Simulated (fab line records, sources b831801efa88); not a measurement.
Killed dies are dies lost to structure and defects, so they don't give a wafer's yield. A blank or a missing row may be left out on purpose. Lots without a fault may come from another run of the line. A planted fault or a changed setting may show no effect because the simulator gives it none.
A struck lot beside a sound one | flow sky130 | 15 steps out of a route of 708
Sound: wafers L502.3, L502.5, L502.6. Struck: wafers L511.2, L511.3, L511.6. The cause comes at the end.
At each step with rows: each side's tool, then ch and its chambers, then its first start. Under that, the readings that differ: sound wafers | struck wafers | difference of the means | sigmas: that difference in standard deviations of wafers without a fault.
alike: readings whose means differ by less than 2 such deviations, and words and numbers that are the same on both sides. not compared: withheld readings, readings that some wafer has no value for, bounds like >300 that may hide the same value, and numbers for which the record gives no deviation and whose values overlap.
The two part at a step that has a row with sigmas, a row that says differs or no value, or rows on one side only. Numbers that don't overlap but have no deviation are shown without sigmas and don't part them. A reading that every wafer of one side lacks parts them only if that side has two wafers or more.

first, 7 steps without rows for these wafers: SKY_VIA1_HMDS_05 (prime time 60 s); SKY_VIA1_COAT_06 (resist thk 60 nm); SKY_VIA1_COAT_07 (resist thk 450 nm); SKY_VIA1_SOFTBAKE_08 (time 90 s); SKY_VIA1_EXPOSE_09 (exposes mask VIM, target cd 150 nm); SKY_VIA1_PEB_10; SKY_VIA1_DEVELOP_11 (develop time 60 s).
SKY_VIA1_CD_MEAS_12: target cd 150 nm.
  sound on cd_sem-01, day 37 05:17; struck on cd_sem-01, day 39 20:47
  alike: cd_nm
SKY_VIA1_OVL_MEAS_13:
  sound on overlay-02, day 37 05:23; struck on overlay-01, day 39 20:53
  alike: VIA1_OVL
SKY_VIA1_ETCH_14: etches BARC in N2/H2, stops on SiO2, time 45.9 s, target depth 60 nm.
  sound on rie_diel-01 ch 1,2,3, day 37 05:25; struck on rie_diel-01 ch 0,1,3, day 39 20:55
  alike: drypump_motor_current_A, oes_product_au, throttle_valve_pct
  not compared: rf_hours_counter_h
SKY_VIA1_ETCH_15: etches SiO2 in C4F8/O2/Ar, stops on TiN, target depth 351 nm, time 54 s.
  sound on rie_diel-01 ch 1,2,3, day 37 05:27; struck on rie_diel-01 ch 0,1,3, day 39 20:58
  alike: oes_product_au
  not compared: rf_hours_counter_h
SKY_VIA1_STRIP_16: strips in O2/N2.
  sound on plasma_asher-02 ch 0,1, day 37 05:32; struck on plasma_asher-02 ch 0,1, day 39 21:00
  alike: chamber_pressure_mTorr, drypump_motor_current_A, oes_product_au, strip_time_to_endpoint_s
  not compared: rf_hours_counter_h
SKY_VIA1_STRIP_17: strips in post etch residue remover, time 1200 s.
  sound on wet_bench-02 ch 0, day 37 05:36; struck on wet_bench-04 ch 2, day 39 21:06
  no value came back on the struck wafers for bath_guard_temp_C (C), bath_heat_duty_pct (%), time_s (s); on the sound wafers bath_guard_temp_C (C) reads 71.4 71.8 71.9
then, 1 step without rows for these wafers: SKY_VIA1_CLEAN_18 (cleans in IPA, time 180 s).
-- the record jumps here: 10 days lie between the struck wafers' starts before and after (it left off in module VIA1 and takes up again in module PAD_OPEN, whose first step shown is number 708 of the route) --
SKY_PAD_OPEN_PROBE_99:
  sound on prober-01, day 48 10:32; struck on prober-02, day 50 07:10
  reading                       | sound             | struck            | difference | sigmas
  model.etest.via1_chain.rc_ohm | 15.96 15.77 15.91 | 19.96 19.49 19.71 | +3.84      |

WHERE THEY PART
Only at SKY_VIA1_STRIP_17, within this record.

WHY: what the simulator had put in
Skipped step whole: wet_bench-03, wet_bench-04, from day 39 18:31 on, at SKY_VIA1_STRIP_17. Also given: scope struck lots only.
